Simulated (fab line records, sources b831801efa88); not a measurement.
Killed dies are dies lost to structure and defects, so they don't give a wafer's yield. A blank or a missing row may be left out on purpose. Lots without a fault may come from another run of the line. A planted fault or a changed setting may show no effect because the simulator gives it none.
Problem report in the 8D (eight disciplines) form, filled by code | flow sky130 | the parts of the form that need people (team, actions taken, sign-off) are left out

1. THE PROBLEM
SPACER_CVD_00_THK at SKY_SPACER_THK_MEAS_01 reads a mean of 32.3 nm on 6 wafers of 2 lots; wafers without a fault read 43.0 nm with a standard deviation of 0.39. That is -27 standard deviations from the usual mean.
First seen on wafer L742.4, day 28 10:04, on film_metro-02. The record holds 33 wafers of 11 lots with a number at this step. Rule for "out", or "out of limits": more than 4 standard deviations from the usual mean. The other wafers with a number count as sound.

2. WHAT IT IS AND WHAT IT IS NOT
question                    | is                           | is not
which readings at this step | SPACER_CVD_00_THK            | -
which lots                  | L742, L743                   | L729, L731, L733, L735, L736, L738, L739, L740, L741
which wafers of those lots  | all that have a number       | -
read on which gauges        | film_metro-02, film_metro-03 | film_metro-04
when                        | from day 28 10:04            | up to then (27 sound wafers)

3. SUSPECTS, AND WHAT RULES EACH OUT
Counting: a tool at a process step up to the reading stays a suspect if it ran every lot that is out and no sound lot after the first of them.
- the gauge at SKY_SPACER_THK_MEAS_01: ruled out. The wafers that are out were read on 2 gauges (film_metro-02, film_metro-03).
- lpcvd-02 at SKY_SPACER_CVD_00 (deposits Si3N4 from DCS/NH3, target thk 43.1 nm, time 740 s): kept. It ran every lot that is out, first L742 (day 28 08:50), and no sound lot after that; its last sound lot up to then is L741 (day 27 23:47).
Left after counting: lpcvd-02 at SKY_SPACER_CVD_00.

4. THE CAUSE (what the simulator had put in)
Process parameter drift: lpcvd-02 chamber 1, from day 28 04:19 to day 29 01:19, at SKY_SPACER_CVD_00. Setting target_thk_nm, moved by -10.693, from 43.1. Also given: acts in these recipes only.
Counting left only this tool.

5. THE CHAIN OF EFFECTS, in route order
Each row: a reading whose mean over the struck wafers that have a number lies more than 3 standard deviations from the usual. Only readings for which the record gives a usual standard deviation are gone through. hours: the time from each lot's start at the first step in this table that gives one to its start at this step, as a median over the lots. sigmas: the change in usual standard deviations.
hours | step                   | reading           | usual      | on struck wafers | change | sigmas
0     | SKY_SPACER_THK_MEAS_01 | SPACER_CVD_00_THK | 43.0 nm    | 32.3             | -10.7  | -27
0     | SKY_SPACER_ETCHBACK_02 | oes_product_au    | 0.853 a.u. | 0.736            | -0.117 | -18
The process steps in it:
- SKY_SPACER_ETCHBACK_02: etches Si3N4 in CH3F/O2, stops on SiO2, time 46.7 s, target depth 45 nm.
Later measuring or inspecting steps at which every struck wafer that the step has a row for has a number for every such reading, and none has moved that far: SKY_LI_CONTACT_THK_MEAS_01.

6. WHAT WOULD HAVE CAUGHT IT SOONER
In this record the first reading out of limits at a measuring or inspecting step was taken at day 28 10:04, 6 hours after the fault began at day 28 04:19.
Of the tool readings at SKY_SPACER_CVD_00 for which the record gives a usual standard deviation, none was out on any struck wafer, so an alarm limit of 4 standard deviations on them would not have fired.
Of the lots that are out (2), L743 began SKY_SPACER_CVD_00 on lpcvd-02 after day 28 10:04. A hold on the tool at that time would have spared it.
